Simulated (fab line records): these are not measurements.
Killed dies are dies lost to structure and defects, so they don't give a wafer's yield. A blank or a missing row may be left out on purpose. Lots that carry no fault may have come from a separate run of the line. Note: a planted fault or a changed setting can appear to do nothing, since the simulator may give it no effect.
fab line records | flow sky130
record: lots: 5 wafers: 15 last_day: 50
route steps=708 shown POLY_CUT@312 SD_P@320 PAD_OPEN@708
lots with no fault: from the same line, run without faults
start_h: start of the lot's first displayed wafer, in hours after the record's first day | wait_h: hours elapsed since this lot's preceding step | " repeats the value in the row above | L1.1+2: a single row standing in for several wafers | - no value, or no start was given | * or withheld: withheld | < > ~ a bound
route shown NAME@n: a module of which the file shows steps, and the number in the route of the first | usual: average and standard deviation across the fault-free wafers | same: alike in all rows | chamber/n: place in a boat | sites: each site's reading | _std_site: the values' standard deviation | _edge_site: inner sites' mean taken away from outer sites' mean | radius_mm: for every site, how far away it sits from the centre of the wafer | mask NAME#n: copy n | behind: tool/chamber where the wafer was last shaped | hold: what put the lot on hold/how long, in hours/how the hold closed | device: names the non-switching transistor (n, p or np) | end of line: the route-end tests of the same wafers | step lacking rows: just its recipe | killed: dies lost to structure and defects at the first sort, not the wafer's yield | map: a wafer's dies, x killed, . not, _ none there
set.NAME: the setting the step ran with; set.NAME@STEP: the setting that earlier step ran with | model.NAME: the simulator's own value behind a step, which no gauge read
certain route steps with their lots: each step a table, each wafer a row
services: from which hour (start_h, from the record's first day; less than 0 if before it) a tool's chamber was out of use, for how many hours, and why
== steps ==
step: SKY_POLY_CUT_EXPOSE_05
recipe: mask_id: NPCM na: 0.8 source_shape: annular sigma_inner: 0.55 sigma_outer: 0.85 target_cd_nm: 270 dose_mj: 32
step: SKY_POLY_CUT_PEB_06
recipe: peb_temp_c: withheld peb_time_s: withheld resist: KrF-thick
step: SKY_POLY_CUT_DEVELOP_07
recipe: develop_time_s: 60 resist: KrF-thick dev_temp_c: 21
step: SKY_POLY_CUT_CD_MEAS_08
recipe: target_cd_nm: 270
usual: cd_nm: 270.0/1.5
columns lot.wafer tool chamber start_h wait_h cd_nm
L646.3 cd_sem-01 - 593.07 - 268.6
L646.4 " - " " 269.2
L646.5 " - " " 268.7
L652.1 cd_sem-02 - 644.73 - 272.2
L652.4 " - " " 271.1
L652.6 " - " " 270.8
L655.1 cd_sem-01 - 660.71 - 272.0
L655.3 " - " " 272.1
L655.6 " - " " 271.9
L656.1 cd_sem-02 - 681.49 - 272.7
L656.2 " - " " 273.4
L656.5 " - " " 270.3
L667.2 cd_sem-02 - 753.60 - 270.2
L667.3 " - " " 267.8
L667.6 " - " " 269.1
step: SKY_POLY_CUT_OVL_MEAS_09
usual: POLY_CUT_OVL: -3/6.8
columns lot.wafer tool chamber start_h wait_h POLY_CUT_OVL[nm]
L646.3 overlay-01 - 593.16 0.1 6
L646.4 " - " " 7
L646.5 " - " " 4
L652.1 overlay-02 - 644.85 0.1 -11
L652.4 " - " " -9
L652.6 " - " " -12
L655.1 overlay-02 - 660.83 0.1 4
L655.3 " - " " -3
L655.6 " - " " 1
L656.1 overlay-02 - 681.61 0.1 -5
L656.2 " - " " -3
L656.5 " - " " -6
L667.2 overlay-01 - 753.70 0.1 3
L667.3 " - " " 4
L667.6 " - " " 3
step: SKY_POLY_CUT_ETCH_10
recipe: chemistry: N2/H2 target: BARC ion_energy_ev: 200 source_w: 500 bias_w: 100 pressure_mtorr: 30 n2_flow_sccm: 100 h2_flow_sccm: 200 stop_on: SiO2 time_s: 45.9 target_depth_a: 600
usual: drypump_motor_current_A: 5.6/0.57 h2_flow_sccm: 200.1/0.56 oes_product_au: 0.855/0.0046 rf_fwd_power_W: 494.7/2.2 throttle_valve_pct: 13.225/0.0088
columns lot.wafer tool chamber start_h wait_h drypump_motor_current_A h2_flow_sccm oes_product_au rf_fwd_power_W rf_hours_counter_h throttle_valve_pct
L646.3 rie_diel-01 0 593.18 0.0 5.8 200.7 0.854 493.4 58 13.232
L646.4 " 0 " " 5.8 199.5 0.859 490.1 - 13.224
L646.5 " 1 " " 5.2 201.4 0.859 490.9 - 13.218
L652.1 rie_diel-03 0 644.88 0.0 5.0 199.7 0.860 496.0 5 13.219
L652.4 " 1 " " 5.7 199.9 0.856 493.2 1 13.211
L652.6 " 0 " " 5.0 200.0 0.850 495.9 - 13.218
L655.1 rie_diel-03 0 660.87 0.0 5.0 201.1 0.854 497.2 5 13.218
L655.3 " 3 " " 6.1 199.7 0.853 496.0 2 13.218
L655.6 " 1 " " 5.7 201.4 0.857 492.2 - 13.214
L656.1 rie_diel-02 2 681.65 0.0 5.4 199.7 0.863 495.7 3 13.220
L656.2 " 0 " " 5.1 200.4 0.857 493.0 1 13.230
L656.5 " 1 " " 6.5 200.4 0.859 496.7 - 13.224
L667.2 rie_diel-02 1 753.73 0.0 6.5 199.5 0.848 497.0 15 13.217
L667.3 " 3 " " 4.9 200.2 0.859 495.5 3 13.233
L667.6 " 0 " " 5.1 199.7 0.850 493.8 - 13.206
step: SKY_POLY_CUT_ETCH_11
recipe: target: Si3N4 chemistry: CF4/CH2F2/Ar stop_on: poly-Si source_w: 600 bias_w: 150 pressure_mtorr: 40 cf4_flow_sccm: 40 ch2f2_flow_sccm: 20 Ar_flow_sccm: 150 time_s: 42.5 target_depth_a: 600
usual: drypump_motor_current_A: 5.6/0.57 oes_product_au: 0.828/0.0056 rf_fwd_power_W: 593.6/2.3 throttle_valve_pct: 14.994/0.0091
columns lot.wafer tool chamber start_h wait_h drypump_motor_current_A oes_product_au rf_fwd_power_W rf_hours_counter_h throttle_valve_pct
L646.3 rie_diel-01 0 593.22 0.0 5.8 0.821 591.2 58 14.991
L646.4 " 0 " " 5.8 0.822 591.5 - 14.994
L646.5 " 1 " " 5.1 0.831 591.5 - 15.000
L652.1 rie_diel-03 0 644.92 0.0 5.0 0.832 596.6 5 14.983
L652.4 " 1 " " 5.7 0.830 594.2 1 14.998
L652.6 " 0 " " 5.0 0.828 597.6 - 14.994
L655.1 rie_diel-03 0 660.91 0.0 5.0 0.835 597.3 5 14.981
L655.3 " 3 " " 6.0 0.833 595.0 2 14.975
L655.6 " 1 " " 5.6 0.836 592.2 - 14.978
L656.1 rie_diel-02 2 681.69 0.0 5.4 0.824 596.3 3 15.002
L656.2 " 0 " " 5.1 0.822 597.0 2 15.004
L656.5 " 1 " " 6.4 0.826 594.4 - 15.002
L667.2 rie_diel-02 1 753.78 0.0 6.5 0.828 594.5 15 15.003
L667.3 " 3 " " 4.8 0.829 596.6 3 15.002
L667.6 " 0 " " 5.1 0.823 593.1 - 15.007
step: SKY_POLY_CUT_STRIP_12
recipe: chemistry: O2/N2 power_w: 1400 pressure_mtorr: 1500 platen_temp_c: withheld o2_flow_sccm: 3000 n2_flow_sccm: 300 overash_fraction: 0.5
usual: drypump_motor_current_A: 5.7/0.45 oes_product_au: 0.453/0.0049 strip_time_to_endpoint_s: 5.363/0.017
columns lot.wafer tool chamber start_h wait_h drypump_motor_current_A oes_product_au rf_hours_counter_h strip_time_to_endpoint_s
L646.3 plasma_asher-04 0 593.30 0.1 5.3 0.451 - 5.373
L646.4 " 1 " " 5.9 0.455 - 5.367
L646.5 " 1 " " 5.9 0.464 - 5.399
L652.1 plasma_asher-04 0 644.96 0.0 5.3 0.450 81 5.349
L652.4 " 1 " " 5.9 0.452 - 5.365
L652.6 " 0 " " 5.4 0.447 - 5.361
L655.1 plasma_asher-03 1 660.95 0.0 5.8 0.447 23 5.364
L655.3 " 1 " " 5.8 0.455 - 5.347
L655.6 " 0 " " 6.7 0.455 - 5.363
L656.1 plasma_asher-03 1 681.73 0.0 5.8 0.458 25 5.343
L656.2 " 0 " " 6.8 0.447 25 5.347
L656.5 " 0 " " 6.7 0.444 - 5.339
L667.2 plasma_asher-04 0 753.82 0.0 5.3 0.453 92 5.361
L667.3 " 0 " " 5.4 0.454 - 5.355
L667.6 " 1 " " 5.9 0.447 - 5.368
step: SKY_SD_P_DEHYDRATE_00
recipe: temp_c: 200 time_s: 60
step: SKY_SD_P_HMDS_01
recipe: prime_time_s: 60 prime_temp_c: 120
step: SKY_SD_P_COAT_02
recipe: resist: NOVOLAK spin_rpm: 3000 resist_thk_nm: 1140
step: SKY_SD_P_SOFTBAKE_03
recipe: temp_c: 90 time_s: 60 resist: NOVOLAK
step: SKY_SD_P_EXPOSE_04
recipe: mask_id: PSDM na: 0.6 source_shape: conventional sigma_outer: 0.6 polarization: unpolarized target_cd_nm: 380 dose_mj: 138
columns lot.wafer tool chamber start_h wait_h mask
L646.3+4+5 iline_stepper-02 0 607.70 - PSDM#0
L652.1+4+6 iline_stepper-01 0 659.02 - PSDM#0
L655.1+3+6 iline_stepper-02 0 675.34 - PSDM_R1#0
L656.1+2+5 iline_stepper-01 0 696.47 - PSDM#0
L667.2+3+6 iline_stepper-01 0 766.64 - PSDM#0
step: SKY_SD_P_PEB_05
recipe: temp_c: withheld time_s: * resist: NOVOLAK
step: SKY_SD_P_DEVELOP_06
recipe: resist: NOVOLAK developer: TMAH develop_time_s: 60 dev_temp_c: 23
step: SKY_SD_P_CD_MEAS_07
recipe: target_cd_nm: 380
usual: cd_nm: 380.0/2.6
columns lot.wafer tool chamber start_h wait_h cd_nm
L646.3 cd_sem-01 - 621.55 0.1 373.0
L646.4 " - " " 375.7
L646.5 " - " " 373.3
L652.1 cd_sem-01 - 673.36 0.1 378.0
L652.4 " - " " 376.8
L652.6 " - " " 376.7
L655.1 cd_sem-02 - 689.84 0.1 409.8
L655.3 " - " " 410.0
L655.6 " - " " 407.7
L656.1 cd_sem-01 - 710.06 0.1 381.8
L656.2 " - " " 382.0
L656.5 " - " " 382.9
L667.2 cd_sem-01 - 779.29 0.1 379.2
L667.3 " - " " 378.9
L667.6 " - " " 376.1
step: SKY_SD_P_OVL_MEAS_08
usual: SD_P_OVL: -0.7/1.2
columns lot.wafer tool chamber start_h wait_h SD_P_OVL[nm]
L646.3 overlay-01 - 621.65 0.1 -1.6
L646.4 " - " " -0.3
L646.5 " - " " -0.4
L652.1 overlay-01 - 673.48 0.1 0.3
L652.4 " - " " 0.9
L652.6 " - " " -0.6
L655.1 overlay-01 - 689.96 0.1 -1.2
L655.3 " - " " -0.9
L655.6 " - " " 0.0
L656.1 overlay-01 - 710.18 0.1 0.4
L656.2 " - " " -1.1
L656.5 " - " " -0.4
L667.2 overlay-02 - 779.40 0.1 -0.9
L667.3 " - " " -0.6
L667.6 " - " " -1.4
step: SKY_PAD_OPEN_PROBE_99
usual: killed_at_M0_to_M3: 43/6.5 killed_at_M4_up: 3.2/1.9 killed_at_contacts: 25/5.5 killed_at_front_end: 14/4.2 killed_at_other: 0.2/0.44 killed_dies: 85/8.5 killed_open: 47/7 killed_short: 39/6.3
same: gross_dies: 492 killed_at_back_side: 0
columns lot.wafer tool chamber start_h wait_h killed_at_M0_to_M3 killed_at_M4_up killed_at_contacts killed_at_front_end killed_at_other killed_dies killed_open killed_short
L652.1 prober-01 - 1141.28 0.1 40 3 40 10 0 93 59 34
L652.4 prober-01 - 1141.43 0.2 39 5 25 14 0 83 43 40
L652.6 prober-01 - 1141.53 0.2 54 5 26 16 0 101 56 45
L655.1 prober-01 - 1150.83 0.1 43 4 20 12 0 79 38 41
L655.3 prober-01 - 1150.93 0.2 42 2 29 8 0 81 42 39
L655.6 prober-01 - 1151.08 0.2 37 3 21 12 0 73 49 24
L667.2 prober-01 - 1206.29 0.1 46 2 25 15 0 88 48 40
L667.3 prober-01 - 1206.34 0.2 36 4 25 9 0 74 40 34
L667.6 prober-01 - 1206.49 0.2 39 3 28 22 0 92 52 40
killed by level:class
L652.1 CONTACT:geometric_particle:open=14 VIA1:geometric_particle:open=13 LI_CONTACT:geometric_particle:open=9 CONTACT:geometric_particle:short=7 VIA3:geometric_particle:open=7 LOCAL_INTERCONNECT:geometric_particle:short=5 VIA2:geometric_particle:open=5 FIELD_ISO:geometric_particle:open=4
L652.4 VIA1:geometric_particle:open=9 LI_CONTACT:geometric_particle:open=8 CONTACT:geometric_particle:open=8 VIA2:geometric_particle:open=6 VIA1:geometric_particle:short=5 VIA3:geometric_particle:open=5 FIELD_ISO:geometric_particle:short=4 METAL1:geometric_particle:short=4
L652.6 VIA3:geometric_particle:open=11 VIA1:geometric_particle:open=9 METAL2:geometric_particle:short=8 LI_CONTACT:geometric_particle:open=8 CONTACT:geometric_particle:open=7 FIELD_ISO:geometric_particle:short=6 VIA2:geometric_particle:open=6 METAL1:geometric_particle:short=5
L655.1 VIA1:geometric_particle:open=8 CONTACT:geometric_particle:open=7 VIA2:geometric_particle:open=6 METAL1:geometric_particle:short=6 VIA1:geometric_particle:short=6 METAL2:geometric_particle:short=6 CONTACT:geometric_particle:short=5 LI_CONTACT:geometric_particle:open=4
L655.3 CONTACT:geometric_particle:open=9 LOCAL_INTERCONNECT:geometric_particle:short=8 VIA1:geometric_particle:open=7 VIA3:geometric_particle:open=7 LI_CONTACT:geometric_particle:open=6 CONTACT:geometric_particle:short=6 VIA1:geometric_particle:short=5 METAL1:geometric_particle:short=4
L655.6 VIA1:geometric_particle:open=10 VIA2:geometric_particle:open=8 CONTACT:geometric_particle:open=7 FIELD_ISO:geometric_particle:open=6 LI_CONTACT:geometric_particle:open=6 VIA1:geometric_particle:short=4 VIA3:geometric_particle:open=4 LI_CONTACT:geometric_particle:short=3
L667.2 VIA1:geometric_particle:open=13 CONTACT:geometric_particle:open=10 METAL1:geometric_particle:short=8 VIA2:geometric_particle:open=8 LI_CONTACT:geometric_particle:open=6 METAL2:geometric_particle:short=4 VIA3:geometric_particle:short=4 POLY_GATE:geometric_particle:short=3
L667.3 CONTACT:geometric_particle:open=10 VIA1:geometric_particle:open=10 LI_CONTACT:geometric_particle:open=5 LOCAL_INTERCONNECT:geometric_particle:short=4 METAL4:geometric_particle:short=4 CONTACT:geometric_particle:short=4 METAL1:geometric_particle:short=4 VIA2:geometric_particle:short=4
L667.6 VIA1:geometric_particle:open=10 FIELD_ISO:geometric_particle:open=9 LI_CONTACT:geometric_particle:open=7 VIA2:geometric_particle:open=7 VIA3:geometric_particle:open=7 CONTACT:geometric_particle:short=6 CONTACT:geometric_particle:open=6 METAL2:geometric_particle:short=6
== services ==
columns tool chamber start_h hours kind
rie_diel-03 1 578.58 - clean
rie_diel-03 1 578.58 14.2 scheduled_down
rie_diel-03 1 578.58 14.2 vent_cycle
rie_diel-02 3 582.85 5.9 repair
rie_diel-01 3 583.31 13.7 repair
rie_diel-02 0 613.23 - clean
rie_diel-02 0 613.23 16.5 scheduled_down
rie_diel-02 0 613.23 16.5 vent_cycle
rie_diel-01 1 621.19 5.8 repair
rie_diel-02 3 629.71 - clean
rie_diel-02 3 629.71 19.2 scheduled_down
rie_diel-02 3 629.71 19.2 vent_cycle
rie_diel-01 2 647.14 3.7 repair
rie_diel-03 2 654.24 5.6 repair
rie_diel-03 0 654.37 2.8 repair
iline_stepper-02 - 656.47 4.4 pm
rie_diel-01 0 675.09 - clean
rie_diel-01 0 675.09 19.3 scheduled_down
iline_stepper-02 - 675.97 1.7 pm
rie_diel-02 2 687.55 23.4 repair
rie_diel-02 0 711.32 6.5 repair
plasma_asher-03 - 741.45 3.0 repair
rie_diel-03 - 756.51 0.4 repair
rie_diel-02 - 762.29 1.6 repair
== key ==
first_sign: step: SKY_SD_P_EXPOSE_04 reading: mask direction: changed
effect: step: SKY_SD_P_CD_MEAS_07 reading: cd_nm direction: up sigmas: 11 usual: 380.0 struck: 409.2
met_at SKY_SD_P_EXPOSE_04
struck_wafers L655.1,L655.3,L655.6
tester_left_out L655
onset_between 607.70 675.34
fault: kind: wrong_mask tool: any chamber: - onset_h: 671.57 steps: SKY_SD_P_EXPOSE_04 aux_copy: PSDM_R1#0 cd_offset_nm: 27 scope: struck_lots_only
tester_left_out: of these lots the tester's yield and bins aren't shown, on N5 and GAA mostly nor the transistor test; their killed dies are dies lost to structure and defects alone, not to doping, threshold or leakage, so they don't give the yield
